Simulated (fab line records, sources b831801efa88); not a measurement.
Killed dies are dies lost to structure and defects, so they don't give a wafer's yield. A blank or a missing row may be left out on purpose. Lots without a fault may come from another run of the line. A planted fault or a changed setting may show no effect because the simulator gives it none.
Which tool did it? | flow gf180mcu | 12 lots, 36 wafers sampled, at 1 step of a route of 602

WHAT THE GAUGES READ, wafer by wafer
GF_DNWELL_TW_MEAS_09.
lot  | measured    | on            | DNWELL_TW
L075 | day 3 01:19 | film_metro-04 | 1368 1371 1372
L077 | day 3 10:19 | film_metro-03 | 1355 1358 1353
L079 | day 3 21:19 | film_metro-04 | 1369 1370 1373
L081 | day 4 10:07 | film_metro-01 | 1361 1350 1360
L083 | day 4 17:25 | film_metro-04 | 1358 1364 1372
L085 | day 5 06:26 | film_metro-03 | 1357 1352 1355
L087 | day 5 16:32 | film_metro-01 | 1356 1354 1351
L089 | day 6 01:59 | film_metro-01 | 1362 1360 1365
L091 | day 6 13:22 | film_metro-03 | 1342 1341 1341
L093 | day 7 01:17 | film_metro-04 | 1389 1383 1384
L095 | day 7 09:43 | film_metro-04 | 1368 1374 1363
L097 | day 7 22:55 | film_metro-01 | 1366 1362 1366

WHICH TOOL RAN EACH LOT (tool, then ch and the chambers of the sampled wafers, then the start)
The record holds no process step before these readings.

THE ANSWER, worked out from the rows above alone
Rule: what is usual is taken from the lots themselves. Put in order of their means at a reading, lots are off if they are a third of the lots or fewer, leave a main group of 4 or more, and stand apart from it by a gap of 3 or more times the standard deviation of the main group's means; of several such gaps the widest counts. A main group whose means are all the same, to the digits that the tables above print for the reading, isn't used. A lot without any number at a reading at which 4 lots or more have one is off too. The other lots that the step has rows for count as sound.
No lot is off at any reading shown: from this, nothing can be told.

WHAT THE SIMULATOR HAD PUT IN
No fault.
